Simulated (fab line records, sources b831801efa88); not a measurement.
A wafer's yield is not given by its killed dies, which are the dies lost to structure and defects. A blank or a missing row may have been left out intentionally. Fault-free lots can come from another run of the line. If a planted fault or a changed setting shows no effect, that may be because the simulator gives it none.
A single fault, viewed from 2 desks :: flow sky130 :: every desk sees just its own numbers, and what lay behind them comes last

FROM THE METROLOGY DESK
Means of the sampled wafers that have a number, per lot and without regard to the tool the lot ran on: this is what the gauges read. A lot is out of limits, marked OUT, if its mean lies more than 4 standard deviations from the usual mean; the brackets give that distance.
Columns: A = cd-nm at SKY_VT_ADJUST_HVTP_CD_MEAS_07, usual 380.2 nm; B = cd-nm at SKY_VT_ADJUST_NCORE_CD_MEAS_07, usual 379.8 nm
lot: L757
first seen here: day 6 06:55
A: 373.7
B: 380.3

lot: L758
first seen here: day 6 12:59
A: 378.6
B: 377.9

lot: L759
first seen here: day 6 21:55
A: 382.3
B: 381.9

lot: L760
first seen here: day 6 23:10
A: 379.2
B: 380.6

lot: L761
first seen here: day 7 06:55
A: 379.5
B: 378.6

lot: L763
first seen here: day 7 23:16
A: 383.3
B: 380.9

lot: L767
first seen here: day 9 06:11
A: 381.5
B: 374.4

lot: L771
first seen here: day 10 09:04
A: 377.7
B: 380.3

lot: L775
first seen here: day 11 02:45
A: 378.3
B: 380.3

lot: L777
first seen here: day 11 18:06
A: 384.9
B: 377.8

lot: L778
first seen here: day 11 22:42
A: 380.1
B: 373.4

lot: L779
first seen here: day 12 02:16
A: 375.7
B: 385.0
This desk's finding: nothing out of limits on any of the 12 lots.

FOR THE TOOL OWNER'S DESK: litho-track-03
The tool's own readings at SKY_VT_ADJUST_NCORE_DEVELOP_06 (develop time 60 s): means of the sampled wafers that have a number, for each lot that ran on this tool. A lot is out of limits, marked OUT, if its mean lies more than 4 standard deviations from the usual mean; the brackets give that distance.
Columns: A = resist-line-temp-C at SKY_VT_ADJUST_NCORE_DEVELOP_06, usual 23.02 C
lot: L761
first seen here: day 9 20:21
A: 23.16

lot: L763
first seen here: day 10 12:01
A: 23.06

lot: L767
first seen here: day 12 02:22
A: 23.00
This desk's finding: nothing out of limits on any of the 3 lots.

BROUGHT TOGETHER
At the metrology desk, nothing out of limits was observed.
The tool owner's desk saw nothing out of limits.

WHAT THE SIMULATOR PUT IN
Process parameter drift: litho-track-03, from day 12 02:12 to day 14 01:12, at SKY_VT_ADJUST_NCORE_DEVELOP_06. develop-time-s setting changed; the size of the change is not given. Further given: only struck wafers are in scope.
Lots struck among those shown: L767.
